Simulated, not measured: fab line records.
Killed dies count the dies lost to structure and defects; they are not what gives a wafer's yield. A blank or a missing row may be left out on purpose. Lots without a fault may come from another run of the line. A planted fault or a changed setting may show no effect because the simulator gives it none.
fab line records | flow sky130
record lots=14 | wafers=42 | last_day=50
route steps=708 shown FIELD_ISO@26 VT_ADJUST_LVTN@114 LDD_HVP@285 CONTACT@420 PAD_OPEN@708
lots that met no fault: from a run of the same line without faults
start_h: hours from the record's first day to the start of the lot's first wafer shown | wait_h: hours from the lot's prior step to this one | " as in the row above | L1.1+2: a single row standing in for several wafers | - value missing, or start not given | * or withheld: withheld | < > ~ a bound
route shown NAME@n: names a module that has steps shown in the file, with the first one's number in the route | usual: mean and standard deviation over wafers with no fault | same: alike in all rows | chamber/n: place in a boat | sites: each site's reading | _std_site: the values' standard deviation | _edge_site: the outer-site mean with the inner-site mean subtracted | radius_mm: for every site, how far away it sits from the centre of the wafer | mask NAME#n: copy n | behind: tool/chamber where the wafer was last shaped | hold: why the lot was held/for how many hours/how that ended | device: transistor that didn't switch, given as n, p or np | end of line: the route-end tests of the same wafers | a step given without rows: its recipe and nothing more | killed: dies that structure and defects cost at the first sort, which is not the same as the wafer's yield | map: dies across one wafer; x = killed, . = not, _ = none there
set.NAME: the setting as run; set.NAME@STEP: as run at that earlier step | model.NAME: the simulator's own value behind a step, which no gauge read
a sample of lots followed through the steps of the route, with each step as a table and each wafer as a row
## steps
# step SKY_FIELD_ISO_THK_MEAS_25
# recipe reads=SiO2_of_FIELD_ISO_CVD_24
# usual FIELD_ISO_CVD_24_THK=594/6.1
lot.wafer | tool          | chamber | start_h | wait_h | FIELD_ISO_CVD_24_THK[nm]
L438.1    | film_metro-04 | -       | 35.34   | 0.0    | 579
L438.2    | "             | -       | "       | "      | 592
L438.6    | "             | -       | "       | "      | 598
L439.2    | film_metro-02 | -       | 47.19   | 0.0    | 602
L439.5    | "             | -       | "       | "      | 590
L439.6    | "             | -       | "       | "      | 591
L441.1    | film_metro-02 | -       | 52.94   | 0.0    | 595
L441.2    | "             | -       | "       | "      | 592
L441.3    | "             | -       | "       | "      | 599
L442.2    | film_metro-04 | -       | 58.65   | 0.0    | 583
L442.5    | "             | -       | "       | "      | 586
L442.6    | "             | -       | "       | "      | 595
L443.2    | film_metro-02 | -       | 63.42   | 0.0    | 599
L443.3    | "             | -       | "       | "      | 591
L443.5    | "             | -       | "       | "      | 589
L451.2    | film_metro-03 | -       | 103.30  | 0.0    | 605
L451.3    | "             | -       | "       | "      | 598
L451.6    | "             | -       | "       | "      | 587
L453.2    | film_metro-03 | -       | 116.76  | 0.0    | 600
L453.3    | "             | -       | "       | "      | 588
L453.5    | "             | -       | "       | "      | 600
L454.1    | film_metro-04 | -       | 119.89  | 0.0    | 598
L454.2    | "             | -       | "       | "      | 583
L454.4    | "             | -       | "       | "      | 604
L455.1    | film_metro-03 | -       | 126.24  | 0.0    | 593
L455.3    | "             | -       | "       | "      | 609
L455.5    | "             | -       | "       | "      | 590
L456.3    | film_metro-02 | -       | 129.13  | 0.1    | 584
L456.4    | "             | -       | "       | "      | 585
L456.5    | "             | -       | "       | "      | 592
L457.1    | film_metro-02 | -       | 134.88  | 0.0    | 590
L457.2    | "             | -       | "       | "      | 597
L457.5    | "             | -       | "       | "      | 600
L458.1    | film_metro-03 | -       | 142.00  | 0.0    | 601
L458.2    | "             | -       | "       | "      | 599
L458.3    | "             | -       | "       | "      | 583
L460.2    | film_metro-04 | -       | 153.43  | 0.0    | 591
L460.3    | "             | -       | "       | "      | 608
L460.6    | "             | -       | "       | "      | 597
L459.3    | film_metro-03 | -       | 153.44  | 0.1    | 588
L459.5    | "             | -       | "       | "      | 601
L459.6    | "             | -       | "       | "      | 591
# step SKY_VT_ADJUST_LVTN_DEVELOP_17
# recipe resist=NOVOLAK | developer=TMAH | develop_time_s=60 | dev_temp_c=23
# usual developer_temp_C=22.99/0.099
lot.wafer | tool           | chamber | start_h | wait_h | developer_temp_C
L438.1    | litho_track-02 | 0       | 163.44  | 0.1    | 22.91
L438.2    | "              | 0       | "       | "      | 22.92
L438.6    | "              | 0       | "       | "      | 23.02
L439.2    | litho_track-04 | 0       | 178.09  | 0.1    | 22.90
L439.5    | "              | 0       | "       | "      | 23.06
L439.6    | "              | 0       | "       | "      | 22.86
L441.1    | litho_track-01 | 0       | 191.25  | 0.1    | 23.17
L441.2    | "              | 0       | "       | "      | 23.00
L441.3    | "              | 0       | "       | "      | 23.04
L442.2    | litho_track-04 | 0       | 194.54  | 0.1    | 25.12
L442.5    | "              | 0       | "       | "      | 25.28
L442.6    | "              | 0       | "       | "      | 25.22
L443.2    | litho_track-04 | 0       | 197.94  | 0.1    | 25.30
L443.3    | "              | 0       | "       | "      | 25.34
L443.5    | "              | 0       | "       | "      | 25.17
L451.2    | litho_track-01 | 0       | 252.53  | 0.1    | 22.92
L451.3    | "              | 0       | "       | "      | 22.95
L451.6    | "              | 0       | "       | "      | 22.68
L453.2    | litho_track-04 | 0       | 268.29  | 0.1    | 22.95
L453.3    | "              | 0       | "       | "      | 22.98
L453.5    | "              | 0       | "       | "      | 22.99
L454.1    | litho_track-01 | 0       | 272.65  | 0.1    | 22.99
L454.2    | "              | 0       | "       | "      | 23.19
L454.4    | "              | 0       | "       | "      | 23.10
L455.1    | litho_track-04 | 0       | 279.71  | 0.1    | 22.79
L455.3    | "              | 0       | "       | "      | 22.94
L455.5    | "              | 0       | "       | "      | 22.76
L456.3    | litho_track-01 | 0       | 284.05  | 0.1    | 22.90
L456.4    | "              | 0       | "       | "      | 22.99
L456.5    | "              | 0       | "       | "      | 22.94
L457.1    | litho_track-04 | 0       | 300.61  | 0.1    | 23.07
L457.2    | "              | 0       | "       | "      | 23.01
L457.5    | "              | 0       | "       | "      | 22.87
L458.1    | litho_track-04 | 0       | 316.21  | 0.1    | 23.06
L458.2    | "              | 0       | "       | "      | 23.01
L458.3    | "              | 0       | "       | "      | 23.21
L460.2    | litho_track-01 | 0       | 328.93  | 0.1    | 23.04
L460.3    | "              | 0       | "       | "      | 23.02
L460.6    | "              | 0       | "       | "      | 23.01
L459.3    | litho_track-04 | 0       | 330.01  | 0.1    | 23.06
L459.5    | "              | 0       | "       | "      | 23.08
L459.6    | "              | 0       | "       | "      | 23.00
# step SKY_LDD_HVP_OVL_MEAS_07
# usual LDD_HVP_OVL=0.4/1.3
lot.wafer | tool       | chamber | start_h | wait_h | LDD_HVP_OVL[nm]
L438.1    | overlay-02 | -       | 488.84  | 0.1    | -0.3
L438.2    | "          | -       | "       | "      | 1.1
L438.6    | "          | -       | "       | "      | 0.4
L439.2    | overlay-01 | -       | 513.37  | 0.1    | 1.6
L439.5    | "          | -       | "       | "      | 1.9
L439.6    | "          | -       | "       | "      | 1.5
L441.1    | overlay-02 | -       | 531.76  | 0.1    | 0.6
L441.2    | "          | -       | "       | "      | 0.0
L441.3    | "          | -       | "       | "      | 0.2
L442.2    | overlay-01 | -       | 539.65  | 0.1    | 2.5
L442.5    | "          | -       | "       | "      | 0.1
L442.6    | "          | -       | "       | "      | 1.1
L443.2    | overlay-02 | -       | 545.42  | 0.1    | -3.2
L443.3    | "          | -       | "       | "      | -0.7
L443.5    | "          | -       | "       | "      | -0.5
L451.2    | overlay-02 | -       | 616.67  | 0.1    | -0.9
L451.3    | "          | -       | "       | "      | -1.4
L451.6    | "          | -       | "       | "      | 1.4
L453.2    | overlay-01 | -       | 626.75  | 0.1    | -0.3
L453.3    | "          | -       | "       | "      | 0.8
L453.5    | "          | -       | "       | "      | 0.1
L454.1    | overlay-01 | -       | 637.54  | 0.1    | 1.1
L454.2    | "          | -       | "       | "      | 0.0
L454.4    | "          | -       | "       | "      | -0.3
L455.1    | overlay-01 | -       | 642.24  | 0.1    | 0.1
L455.3    | "          | -       | "       | "      | 1.4
L455.5    | "          | -       | "       | "      | 0.7
L456.3    | overlay-02 | -       | 647.86  | 0.1    | 1.3
L456.4    | "          | -       | "       | "      | 1.6
L456.5    | "          | -       | "       | "      | 1.2
L457.1    | overlay-02 | -       | 667.36  | 0.1    | -0.9
L457.2    | "          | -       | "       | "      | -0.2
L457.5    | "          | -       | "       | "      | -1.0
L458.1    | overlay-01 | -       | 681.76  | 0.1    | 2.3
L458.2    | "          | -       | "       | "      | -1.2
L458.3    | "          | -       | "       | "      | 0.7
L460.2    | overlay-01 | -       | 691.52  | 0.1    | 1.0
L460.3    | "          | -       | "       | "      | 0.3
L460.6    | "          | -       | "       | "      | -0.9
L459.3    | overlay-02 | -       | 698.12  | 0.1    | -0.9
L459.5    | "          | -       | "       | "      | -0.5
L459.6    | "          | -       | "       | "      | 0.5
# step SKY_CONTACT_CD_MEAS_14
# recipe target_cd_nm=170
# usual cd_nm=170.3/1.4
lot.wafer | tool      | chamber | start_h | wait_h | cd_nm
L438.1    | cd_sem-02 | -       | 729.96  | -      | 170.8
L438.2    | "         | -       | "       | "      | 168.9
L438.6    | "         | -       | "       | "      | 168.1
L439.2    | cd_sem-02 | -       | 743.91  | -      | 169.6
L439.5    | "         | -       | "       | "      | 170.9
L439.6    | "         | -       | "       | "      | 171.1
L441.1    | cd_sem-02 | -       | 765.45  | -      | 168.5
L441.2    | "         | -       | "       | "      | 169.5
L441.3    | "         | -       | "       | "      | 168.2
L442.2    | cd_sem-01 | -       | 771.51  | -      | 170.3
L442.5    | "         | -       | "       | "      | 170.9
L442.6    | "         | -       | "       | "      | 171.6
L443.2    | cd_sem-02 | -       | 776.51  | -      | 169.6
L443.3    | "         | -       | "       | "      | 170.2
L443.5    | "         | -       | "       | "      | 171.1
L451.2    | cd_sem-02 | -       | 840.02  | -      | 168.6
L451.3    | "         | -       | "       | "      | 167.9
L451.6    | "         | -       | "       | "      | 169.7
L453.2    | cd_sem-02 | -       | 852.38  | -      | 171.3
L453.3    | "         | -       | "       | "      | 171.8
L453.5    | "         | -       | "       | "      | 171.7
L454.1    | cd_sem-01 | -       | 858.19  | -      | 170.6
L454.2    | "         | -       | "       | "      | 171.3
L454.4    | "         | -       | "       | "      | 168.8
L455.1    | cd_sem-01 | -       | 861.84  | -      | 172.6
L455.3    | "         | -       | "       | "      | 173.6
L455.5    | "         | -       | "       | "      | 172.5
L456.3    | cd_sem-01 | -       | 865.84  | -      | 169.7
L456.4    | "         | -       | "       | "      | 169.5
L456.5    | "         | -       | "       | "      | 169.8
L457.1    | cd_sem-02 | -       | 888.31  | -      | 172.2
L457.2    | "         | -       | "       | "      | 170.8
L457.5    | "         | -       | "       | "      | 173.8
L458.1    | cd_sem-02 | -       | 900.29  | -      | 168.7
L458.2    | "         | -       | "       | "      | 169.5
L458.3    | "         | -       | "       | "      | 168.9
L460.2    | cd_sem-01 | -       | 907.62  | -      | 171.3
L460.3    | "         | -       | "       | "      | 170.7
L460.6    | "         | -       | "       | "      | 171.6
L459.3    | cd_sem-02 | -       | 917.74  | -      | 171.7
L459.5    | "         | -       | "       | "      | 172.9
L459.6    | "         | -       | "       | "      | 172.1
# step SKY_PAD_OPEN_PROBE_99
# usual killed_at_M0_to_M3=43/7.7 | killed_at_M4_up=2.9/1.9 | killed_at_contacts=24/5.9 | killed_at_front_end=16/5.1 | killed_at_other=0.3/0.63 | killed_dies=86/10 | killed_on_rim=16/3.6 | killed_open=47/7.6 | killed_short=39/6.8
# same gross_dies=492 | killed_at_back_side=0
lot.wafer | tool      | chamber | start_h | wait_h | killed_at_M0_to_M3 | killed_at_M4_up | killed_at_contacts | killed_at_front_end | killed_at_other | killed_dies | killed_on_rim | killed_open | killed_short
L441.1    | prober-01 | -       | 1101.54 | 0.1    | 47                 | 2               | 25                 | 25                  | 0               | 99          | 18            | 54          | 45
L441.2    | prober-01 | -       | 1101.59 | 0.1    | 66                 | 2               | 27                 | 9                   | 1               | 105         | 16            | 57          | 48
L441.3    | prober-01 | -       | 1101.64 | 0.2    | 50                 | 2               | 17                 | 11                  | 0               | 80          | 17            | 41          | 39
L443.2    | prober-01 | -       | 1103.85 | 0.1    | 57                 | 0               | 30                 | 19                  | 0               | 106         | 21            | 56          | 49
L443.3    | prober-01 | -       | 1103.90 | 0.2    | 42                 | 4               | 17                 | 12                  | 0               | 75          | 14            | 42          | 33
L443.5    | prober-01 | -       | 1104.00 | 0.2    | 45                 | 1               | 20                 | 14                  | 0               | 80          | 12            | 46          | 34
L454.1    | prober-02 | -       | 1164.67 | 0.1    | 27                 | 5               | 22                 | 22                  | 1               | 77          | 14            | 40          | 35
L454.2    | prober-02 | -       | 1164.72 | 0.1    | 32                 | 2               | 20                 | 19                  | 0               | 73          | 10            | 38          | 35
L454.4    | prober-02 | -       | 1164.82 | 0.2    | 36                 | 2               | 15                 | 16                  | 0               | 69          | 13            | 33          | 34
# killed by level:class
L441.1 VIA3:geometric_particle:open=9 FIELD_ISO:geometric_particle:open=8 VIA1:geometric_particle:open=8 CONTACT:geometric_particle:open=8 POLY_GATE:geometric_particle:short=6 CONTACT:geometric_particle:short=6 VIA2:geometric_particle:open=6 LI_CONTACT:geometric_particle:open=5
L441.2 VIA1:geometric_particle:open=19 VIA2:geometric_particle:open=11 CONTACT:geometric_particle:short=10 CONTACT:geometric_particle:open=8 METAL1:geometric_particle:short=6 VIA3:geometric_particle:open=6 VIA1:geometric_particle:short=5 METAL1:geometric_particle:open=4
L441.3 VIA1:geometric_particle:open=16 VIA3:geometric_particle:open=8 VIA2:geometric_particle:open=7 LOCAL_INTERCONNECT:geometric_particle:short=5 VIA1:geometric_particle:short=5 METAL2:geometric_particle:short=4 CONTACT:geometric_particle:short=4 METAL1:geometric_particle:short=4
L443.2 VIA1:geometric_particle:open=17 CONTACT:geometric_particle:open=14 METAL2:geometric_particle:short=8 FIELD_ISO:geometric_particle:short=7 VIA2:geometric_particle:open=7 CONTACT:geometric_particle:short=7 LOCAL_INTERCONNECT:geometric_particle:short=6 POLY_GATE:geometric_particle:open=4
L443.3 VIA2:geometric_particle:open=10 VIA1:geometric_particle:open=9 CONTACT:geometric_particle:open=7 METAL1:geometric_particle:short=7 CONTACT:geometric_particle:short=4 FIELD_ISO:geometric_particle:short=3 LI_CONTACT:geometric_particle:open=3 POLY_GATE:geometric_particle:open=3
L443.5 VIA1:geometric_particle:open=12 METAL1:geometric_particle:short=8 CONTACT:geometric_particle:open=7 FIELD_ISO:geometric_particle:open=6 CONTACT:geometric_particle:short=5 VIA3:geometric_particle:open=5 LI_CONTACT:geometric_particle:open=4 LOCAL_INTERCONNECT:geometric_particle:short=4
L454.1 FIELD_ISO:geometric_particle:open=9 CONTACT:geometric_particle:open=8 FIELD_ISO:geometric_particle:short=6 VIA1:geometric_particle:open=5 LI_CONTACT:geometric_particle:open=5 METAL4:geometric_particle:short=5 VIA2:geometric_particle:open=5 LOCAL_INTERCONNECT:geometric_particle:short=4
L454.2 FIELD_ISO:geometric_particle:short=8 FIELD_ISO:geometric_particle:open=7 CONTACT:geometric_particle:open=6 LI_CONTACT:geometric_particle:open=5 METAL1:geometric_particle:short=5 VIA1:geometric_particle:open=5 LI_CONTACT:geometric_particle:short=3 LOCAL_INTERCONNECT:geometric_particle:short=3
L454.4 VIA1:geometric_particle:open=9 VIA2:geometric_particle:open=7 CONTACT:geometric_particle:short=5 METAL1:geometric_particle:short=5 FIELD_ISO:geometric_particle:open=4 LI_CONTACT:geometric_particle:open=4 FIELD_ISO:geometric_particle:short=3 POLY_GATE:geometric_particle:short=3
## key
first_sign step=SKY_VT_ADJUST_LVTN_DEVELOP_17 | reading=developer_temp_C | direction=up | sigmas=23 | usual=* | struck=*
effect none on later readings
met_at SKY_VT_ADJUST_LVTN_DEVELOP_17
struck_lots L442,L443
tester_left_out L442,L443
not_acting_at SKY_FIELD_ISO_THK_MEAS_25,SKY_LDD_HVP_OVL_MEAS_07,SKY_CONTACT_CD_MEAS_14
onset_between 178.09 194.54
fault kind=process_parameter_drift | tool=litho_track-04 | chamber=- | onset_h=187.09 | steps=SKY_VT_ADJUST_LVTN_DEVELOP_17 | channel=dev_temp_c | offset=* | shape=step | end_h=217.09 | acts_in=* | stated=*
# tester_left_out: of these lots the tester's yield and bins aren't shown, on N5 and GAA mostly nor the transistor test; their killed dies are dies lost to structure and defects alone, not to doping, threshold or leakage, so they don't give the yield
